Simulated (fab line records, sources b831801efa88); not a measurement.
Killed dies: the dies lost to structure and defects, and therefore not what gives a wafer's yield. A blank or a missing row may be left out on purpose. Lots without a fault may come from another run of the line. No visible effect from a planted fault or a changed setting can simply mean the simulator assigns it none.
Matching of chambers | flow sky130 | cmp-02 running SKY_VIA4_CMP_21: 4 sister chambers
The step polishes, stops on SiO2, t overpolish 25 s, target thk 0 nm. 8 wafers are shown with their chamber, then 10 later ones without.

## WAFERS WITH THEIR CHAMBER
wafer  | chamber | motor current A (A) | overpolish run s (s)
L081.5 | 1       | 11.0                | 24.998
L086.1 | 1       | 11.1                | 25.017
L084.6 | 3       | 12.3                | 25.008
L088.2 | 0       | 9.1                 | 24.993
L088.3 | 2       | 10.6                | 25.000
L088.5 | 2       | 10.9                | 24.997
L089.1 | 3       | 11.5                | 24.991
L089.3 | 0       | 9.4                 | 24.993

## WAFERS WITH NO CHAMBER GIVEN
wafer  | motor current A (A) | overpolish run s (s)
L089.6 | 9.4                 | 24.998
L090.1 | 8.9                 | 25.007
L090.2 | 10.7                | 24.987
L090.5 | 11.4                | 25.003
L092.3 | 9.0                 | 24.999
L092.4 | 12.7                | 24.983
L092.5 | 9.1                 | 25.004
L096.2 | 10.1                | 24.995
L096.3 | 11.1                | 25.007
L096.4 | 12.5                | 25.001

## WHICH CHAMBER EACH ONE RAN IN
wafer  | from the rows above          | in truth
L089.6 | 0                            | 0
L090.1 | 0                            | 0
L090.2 | can't be placed: 2 or 1      | 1
L090.5 | can't be placed: 1 or 3 or 2 | 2
L092.3 | 0                            | 0
L092.4 | 3                            | 3
L092.5 | 0                            | 0
L096.2 | can't be placed: 2 or 0 or 1 | 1
L096.3 | can't be placed: 1 or 2      | 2
L096.4 | 3                            | 3
Correctly placed: 6 of 10. Cannot be placed on the basis of these rows: 4; the candidates contain the true chamber in 4. 0 placed wrongly.
How it was worked out, from the rows above alone: a wafer's distance from a chamber is the root of the sum, over the readings, of the square of ((its reading less the chamber's mean) divided by the reading's scatter). The wafer belongs to the nearest chamber; if the next one is less than 2 further off, it can't be placed. For every chamber, the mean is computed from those of its wafers that are shown. The scatter is the square root of a quotient: the sum, over the shown wafers, of each reading's squared deviation from its chamber's mean, divided by wafers minus chambers.
